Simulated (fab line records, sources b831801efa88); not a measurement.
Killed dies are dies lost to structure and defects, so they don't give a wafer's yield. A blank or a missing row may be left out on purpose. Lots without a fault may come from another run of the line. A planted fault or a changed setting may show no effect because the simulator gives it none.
Split-lot experiment | flow sfq_line | 5 lots, 16 wafers read, on a route of 325 steps

THE SPLIT
At SFQ_TRILAYER_R5_LITHO_COAT_136 (resist thk 600 nm), the setting spin_rpm was moved away from the recipe's 3000 rpm on 8 of the 16 wafers read, by -7.1% to +6.6%. The other wafers ran this setting at the recipe's value.

The reading is taken at the split's own step.

THE READING
KrF_of_TRILAYER_R5_LITHO_COAT_136.thk_nm (the simulator's own value, which no gauge read), in nm, at SFQ_TRILAYER_R5_LITHO_COAT_136 (resist thk 600 nm). The file gives no usual value for it. The 8 wafers here that ran the recipe average 601.0 nm, standard deviation 0.9 nm.

wafer  | tool, chamber at the split | spin_rpm as run, rpm | against the recipe | KrF_of_TRILAYER_R5_LITHO_COAT_136.thk_nm, nm | against lot-mates on the recipe
L075.3 | litho_track-04, 0          | 3000                 | recipe             | 601.5                                        | -
L075.4 | litho_track-04, 0          | 3000                 | recipe             | 602.2                                        | -
L075.5 | litho_track-04, 0          | 3000                 | recipe             | 601.3                                        | -
L079.5 | litho_track-03, 0          | 3097                 | +3.2%              | 588.8                                        | no lot-mate on the recipe
L079.6 | litho_track-03, 0          | 3097                 | +3.2%              | 590                                          | no lot-mate on the recipe
L080.1 | litho_track-03, 0          | 2904                 | -3.2%              | 611.1                                        | +10.9
L080.2 | litho_track-03, 0          | 2904                 | -3.2%              | 609.3                                        | +9.1
L080.3 | litho_track-03, 0          | 3000                 | recipe             | 600.2                                        | -
L081.1 | litho_track-01, 0          | 3000                 | recipe             | 599.5                                        | -
L081.3 | litho_track-01, 0          | 3199                 | +6.6%              | 581.6                                        | -17.9
L081.6 | litho_track-01, 0          | 3199                 | +6.6%              | 579.5                                        | -20.0
L083.2 | litho_track-03, 0          | 2787                 | -7.1%              | 624.1                                        | +22.9
L083.3 | litho_track-03, 0          | 2787                 | -7.1%              | 622.8                                        | +21.6
L083.4 | litho_track-03, 0          | 3000                 | recipe             | 600.4                                        | -
L083.5 | litho_track-03, 0          | 3000                 | recipe             | 600.9                                        | -
L083.6 | litho_track-03, 0          | 3000                 | recipe             | 602.2                                        | -

THE FIT
A straight line over all 16 wafers: KrF_of_TRILAYER_R5_LITHO_COAT_136.thk_nm changes by -3.15 nm for each +1% of spin_rpm; r = -1.00; the points scatter about the line by 1.1 nm.
The same after taking each lot's own level away (the mean of its wafers on the recipe; 14 wafers): -3.01 nm for each +1%; r = -1.00; scatter 0.88 nm.
On that fit, the largest move of spin_rpm shifts the reading by 21 nm.
The lots' own levels span 599.50 to 601.67 nm, that is 2.4 times the standard deviation above.
So the lot-to-lot level changes the slope little: the two slopes agree.
Check: with one of the wafers moved furthest among these (-7.1%) left out of the fit, the line predicts +21.2 nm for it against its lot-mates. It came out at +22.9 nm against them.

OTHER SPLITS ON THESE WAFERS
These wafers also went through other splits before the reading. Each is held against what the fit with the lots' levels taken away leaves over:
other split on the same wafers                  | wafers away from the commonest value | r with KrF_of_TRILAYER_R5_LITHO_COAT_136.thk_nm (lot level and that fit taken away)
SFQ_TRILAYER_JJ_CE_LITHO_PEB_117 peb_temp_c     | 4                                    | +0.09
SFQ_TRILAYER_M5_LITHO_COAT_123 spin_rpm         | 4                                    | +0.05
SFQ_TRILAYER_M5_BARC_OPEN_METAL_ETCH_161 bias_w | 6                                    | -0.11
SFQ_TRILAYER_R5_DEP_SPUTTER_133 power_w         | 0                                    | -

THE FILE'S OWN FIT
KrF_of_TRILAYER_R5_LITHO_COAT_136.thk_nm changes by -3.05 nm for each +1% of spin_rpm, r = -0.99.
